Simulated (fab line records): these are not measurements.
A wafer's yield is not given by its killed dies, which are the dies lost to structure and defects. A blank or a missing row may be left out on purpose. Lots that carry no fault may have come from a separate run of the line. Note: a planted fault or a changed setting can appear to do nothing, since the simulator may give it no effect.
One fault through the eyes of 2 desks / flow sky130 / each desk has only its own numbers; what lay behind them comes last

## THE TOOL OWNER'S DESK: implanter-03
For each lot that ran on this tool, the mean over its sampled wafers that have a number, from the tool's own readings at SKY_NWELL_IMPLANT_24. If a lot's mean is further than 4 standard deviations from the usual mean, the lot is out of limits and carries the mark OUT (the distance appears in the brackets).
Columns: A = beam energy keV at SKY_NWELL_IMPLANT_24, usual 137.89; B = dose ions cm2 at SKY_NWELL_IMPLANT_24, usual 9.201e+12; C = faraday current uA at SKY_NWELL_IMPLANT_24, usual 51.9
lot=L409; first seen here=day 6 13:57; A=137.90; B=9.207e+12; C=53.1
lot=L412; first seen here=day 7 05:24; A=137.89; B=9.203e+12; C=51.9
lot=L413; first seen here=day 7 18:52; A=137.98; B=9.205e+12; C=51.1
lot=L423; first seen here=day 10 05:08; A=137.85; B=1.331e+13 (+99 or more) OUT; C=75.4 (+24) OUT
lot=L424; first seen here=day 10 10:46; A=137.88; B=1.332e+13 (+99 or more) OUT; C=74.3 (+22) OUT
This desk finds L423, L424 out of limits, L423 being first, at day 10 05:08 (dose ions cm2 at SKY_NWELL_IMPLANT_24). Within limits: L409, L412, L413.

## METROLOGY DESK
Means of the sampled wafers that have a number, per lot and without regard to the tool the lot ran on: this is what the gauges read. If a lot's mean is further than 4 standard deviations from the usual mean, the lot is out of limits and carries the mark OUT (the distance appears in the brackets).
Columns: A = NWELL_2_TW at SKY_NWELL_TW_MEAS_26, usual 495; B = VT_ADJUST_LVTN_01_OVL at SKY_VT_ADJUST_LVTN_OVL_MEAS_18, usual 0.1 nm; C = VT_ADJUST_PCH_OVL at SKY_VT_ADJUST_PCH_OVL_MEAS_07, usual 0.4 nm
lot=L404; first seen here=day 5 08:51; A=499; B=-1.0; C=0.0
lot=L406; first seen here=day 5 19:59; A=497; B=1.1; C=-0.6
lot=L407; first seen here=day 6 03:45; A=495; B=1.8; C=-1.2
lot=L409; first seen here=day 6 14:12; A=497; B=-0.2; C=-0.7
lot=L411; first seen here=day 7 03:43; A=498; B=-0.7; C=0.1
lot=L412; first seen here=day 7 05:39; A=492; B=2.4; C=1.4
lot=L413; first seen here=day 7 19:07; A=495; B=-2.0; C=0.0
lot=L423; first seen here=day 10 05:20; A=551 (+16) OUT; B=0.8; C=0.7
lot=L424; first seen here=day 10 10:59; A=554 (+17) OUT; B=1.5; C=-0.3
lot=L425; first seen here=day 10 18:53; A=492; B=1.1; C=2.3
lot=L426; first seen here=day 10 20:55; A=495; B=0.2; C=-0.6
lot=L427; first seen here=day 11 03:18; A=498; B=-0.1; C=1.0
Per this desk, out of limits: L423, L424; the first was L423, day 10 05:20 (NWELL_2_TW at SKY_NWELL_TW_MEAS_26). Within limits: L404, L406, L407, L409, L411, L412, L413, L425, L426, L427.

## PUT TOGETHER
The tool owner's desk had the chance to raise an alarm at day 10 05:08 on L423, L424.
On L423, L424, the metrology desk was in a position to raise an alarm at day 10 05:20.
Of the lots named, all ran SKY_NWELL_IMPLANT_24 on implanter-03.

## WHAT WAS PUT IN BY THE SIMULATOR
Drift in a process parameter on implanter-03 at SKY_NWELL_IMPLANT_24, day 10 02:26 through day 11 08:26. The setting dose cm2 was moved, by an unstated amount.
Shown lots that were struck: L423, L424.
Fault start to first reading out of limits, in hours, per desk: tool owner, 3; metrology, 3.
